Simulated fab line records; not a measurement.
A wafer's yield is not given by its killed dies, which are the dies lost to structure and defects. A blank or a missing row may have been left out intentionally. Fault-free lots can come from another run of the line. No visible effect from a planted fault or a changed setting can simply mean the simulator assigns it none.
Which tool did it?    flow sky130    24 lots with 72 wafers sampled at 4 steps, on a route of 708 steps

## WHAT THE GAUGES SHOWED, per wafer
SKY_VIA3_BOW_MEAS_03. Usual: VIA3_BOW gives 78 um (standard deviation 7.1).
lot   measured      on             VIA3_BOW (um)  flag
L074  day 39 02:37  film metro-02  76 82 64       
L075  day 39 03:13  film metro-04  84 74 74       
L076  day 39 13:25  film metro-03  71 82 82       
L077  day 40 05:52  film metro-04  73 70 84       
L079  day 40 14:24  film metro-02  70 80 73       
L078  day 40 14:42  film metro-04  91 81 84       
L080  day 40 15:32  film metro-02  67 61 69       
L081  day 41 17:01  film metro-03  81 69 70       
L083  day 41 22:55  film metro-02  77 82 81       
L082  day 42 02:23  film metro-04  67 86 67       
L084  day 42 05:10  film metro-02  86 75 74       
L085  day 42 15:36  film metro-02  77 73 83       
L086  day 42 22:02  film metro-04  72 70 71       
L088  day 43 13:35  film metro-04  85 87 75       
L087  day 43 15:17  film metro-03  82 89 81       
L090  day 43 16:10  film metro-04  86 85 78       
L089  day 43 16:56  film metro-03  104 79 84      
L091  day 43 21:46  film metro-04  85 75 82       
L092  day 44 01:14  film metro-03  85 90 86       
L093  day 44 12:02  film metro-03  82 79 72       
L094  day 44 14:42  film metro-03  68 87 79       
L095  day 44 19:45  film metro-04  79 88 89       
L096  day 45 03:02  film metro-04  80 80 77       
L097  day 45 05:52  film metro-02  75 87 74       

SKY_VIA3_OVL_MEAS_13. Usual: VIA3_OVL gives -1 nm (standard deviation 5).
lot   measured      on          VIA3_OVL (nm)  flag
L074  day 40 03:30  overlay-02  -5 7 1         
L075  day 40 04:59  overlay-01  9 2 -2         
L076  day 40 14:38  overlay-02  1 3 1          
L077  day 41 05:38  overlay-02  6 2 10         
L079  day 41 15:01  overlay-01  -9 -2 -2       
L078  day 41 15:14  overlay-02  -1 -4 -6       
L080  day 41 15:52  overlay-02  -3 2 -6        
L081  day 42 16:46  overlay-02  -1 -1 0        
L083  day 42 22:49  overlay-02  -1 2 -4        
L082  day 43 01:31  overlay-01  -6 -11 -8      
L084  day 43 05:26  overlay-01  1 4 0          
L085  day 43 14:55  overlay-01  -9 -11 -6      
L086  day 43 20:37  overlay-02  -7 1 -11       
L088  day 44 12:46  overlay-01  -12 1 0        
L087  day 44 14:01  overlay-02  -6 -5 -11      
L090  day 44 15:04  overlay-01  -2 0 -3        
L089  day 44 15:58  overlay-02  -8 3 0         
L091  day 44 20:18  overlay-02  0 0 0          
L092  day 44 23:46  overlay-02  2 2 1          
L093  day 45 09:52  overlay-01  -3 5 -1        
L094  day 45 12:25  overlay-01  -3 -4 -1       
L095  day 45 17:11  overlay-02  0 -6 0         
L096  day 46 00:02  overlay-02  3 0 3          
L097  day 46 03:22  overlay-02  -9 -9 -2       

## EACH LOT AND THE TOOL THAT RAN IT (in order: tool; ch and the chambers of the sampled wafers; start)
lot   SKY_METAL3_SPUTTER_00         SKY_METAL3_SPUTTER_04
L074  pvd sputter-02, day 36 20:47  pvd sputter-02, day 36 20:54
L075  pvd sputter-04, day 36 21:00  pvd sputter-04, day 36 21:06
L076  pvd sputter-03, day 37 09:10  pvd sputter-03, day 37 09:16
L077  pvd sputter-03, day 38 00:58  pvd sputter-03, day 38 01:04
L079  pvd sputter-03, day 38 09:59  pvd sputter-03, day 38 10:06
L078  pvd sputter-03, day 38 10:38  pvd sputter-03, day 38 10:45
L080  pvd sputter-02, day 38 11:09  pvd sputter-02, day 38 11:16
L081  pvd sputter-02, day 39 13:23  pvd sputter-02, day 39 13:30
L083  pvd sputter-03, day 39 19:14  pvd sputter-03, day 39 19:21
L082  pvd sputter-03, day 39 23:23  pvd sputter-03, day 39 23:30
L084  pvd sputter-03, day 40 03:32  pvd sputter-03, day 40 03:39
L085  pvd sputter-04, day 40 13:54  pvd sputter-04, day 40 14:00
L086  pvd sputter-03, day 40 19:36  pvd sputter-03, day 40 19:43
L088  pvd sputter-04, day 41 12:09  pvd sputter-04, day 41 12:15
L087  pvd sputter-04, day 41 13:09  pvd sputter-04, day 41 13:15
L090  pvd sputter-02, day 41 14:52  pvd sputter-02, day 41 14:59
L089  pvd sputter-02, day 41 16:17  pvd sputter-02, day 41 16:24
L091  pvd sputter-02, day 41 20:23  pvd sputter-02, day 41 20:30
L092  pvd sputter-04, day 42 00:04  pvd sputter-04, day 42 00:11
L093  pvd sputter-04, day 42 12:41  pvd sputter-04, day 42 12:48
L094  pvd sputter-03, day 42 13:50  pvd sputter-03, day 42 13:57
L095  pvd sputter-03, day 42 19:02  pvd sputter-03, day 42 19:09
L096  pvd sputter-02, day 43 04:14  pvd sputter-02, day 43 04:21
L097  pvd sputter-02, day 43 07:11  pvd sputter-02, day 43 07:18
- SKY_METAL3_SPUTTER_00: material Ti, target thk 15 nm, time 10 s.
- SKY_METAL3_SPUTTER_04: material TiN, target thk 70 nm, time 58.3 s.

## WHAT THE TOOLS THEMSELVES READ (means of the sampled wafers that have a number; where no wafer has one, the mark that the record gives instead)
SKY_METAL3_SPUTTER_00. Usual: cathode dc power W 3000.0 W, standard deviation 0.52; throttle valve pct 29.6 %, standard deviation 1.
lot   tool            cathode dc power W (W)  throttle valve pct (%)  flag
L074  pvd sputter-02  3000.5                  29.4                    
L075  pvd sputter-04  3000.0                  30.2                    
L076  pvd sputter-03  2999.6                  29.3                    
L077  pvd sputter-03  2999.4                  29.9                    
L079  pvd sputter-03  3000.0                  29.5                    
L078  pvd sputter-03  2999.9                  29.1                    
L080  pvd sputter-02  2999.7                  29.0                    
L081  pvd sputter-02  2999.8                  29.4                    
L083  pvd sputter-03  3000.2                  29.1                    
L082  pvd sputter-03  3000.4                  29.6                    
L084  pvd sputter-03  2999.9                  29.6                    
L085  pvd sputter-04  2999.7                  30.5                    
L086  pvd sputter-03  2999.7                  29.2                    
L088  pvd sputter-04  2999.7                  29.5                    
L087  pvd sputter-04  3000.6                  30.4                    
L090  pvd sputter-02  3000.3                  29.0                    
L089  pvd sputter-02  3000.1                  28.8                    
L091  pvd sputter-02  3000.2                  29.0                    
L092  pvd sputter-04  2999.7                  29.5                    
L093  pvd sputter-04  3000.5                  30.5                    
L094  pvd sputter-03  2999.8                  29.7                    
L095  pvd sputter-03  3000.1                  29.4                    
L096  pvd sputter-02  2999.9                  29.3                    
L097  pvd sputter-02  3000.2                  29.7                    

SKY_METAL3_SPUTTER_04. Usual: cathode dc power W 6500.1 W, standard deviation 1; throttle valve pct 29.5 %, standard deviation 1.
lot   tool            cathode dc power W (W)  throttle valve pct (%)  flag
L074  pvd sputter-02  6499.9                  29.5                    
L075  pvd sputter-04  6500.3                  30.4                    
L076  pvd sputter-03  6500.3                  29.1                    
L077  pvd sputter-03  6501.6                  29.8                    
L079  pvd sputter-03  6500.4                  29.3                    
L078  pvd sputter-03  6500.0                  29.1                    
L080  pvd sputter-02  6500.7                  29.0                    
L081  pvd sputter-02  6499.6                  29.1                    
L083  pvd sputter-03  6500.0                  28.8                    
L082  pvd sputter-03  6501.6                  29.6                    
L084  pvd sputter-03  6500.8                  29.6                    
L085  pvd sputter-04  6499.7                  30.5                    
L086  pvd sputter-03  6499.7                  29.5                    
L088  pvd sputter-04  6499.8                  29.6                    
L087  pvd sputter-04  6498.7                  30.4                    
L090  pvd sputter-02  6500.3                  28.8                    
L089  pvd sputter-02  6500.4                  28.9                    
L091  pvd sputter-02  6500.1                  28.9                    
L092  pvd sputter-04  6500.9                  29.4                    
L093  pvd sputter-04  6500.2                  30.4                    
L094  pvd sputter-03  6499.6                  29.5                    
L095  pvd sputter-03  6500.9                  29.6                    
L096  pvd sputter-02  6499.1                  29.2                    
L097  pvd sputter-02  6499.3                  29.7                    

## THE ANSWER, worked out from the rows above alone
Rule: take the mean of a lot's wafers that have a number; if it is more than 3 standard deviations from the usual mean, the lot is off. Also off: a lot with no number at a reading for which 4 or more lots have one. All remaining lots with rows at the step are treated as sound. After the gauges, taken in route order, come the tools' own readings; for these a lot's mean is taken, as printed above. At the first step where some lot is off, the reading lying furthest off is the one used; lots without a number count as furthest.
Nothing can be told from this: no lot is off at any reading shown.

## WHAT THE SIMULATOR HAD PUT IN
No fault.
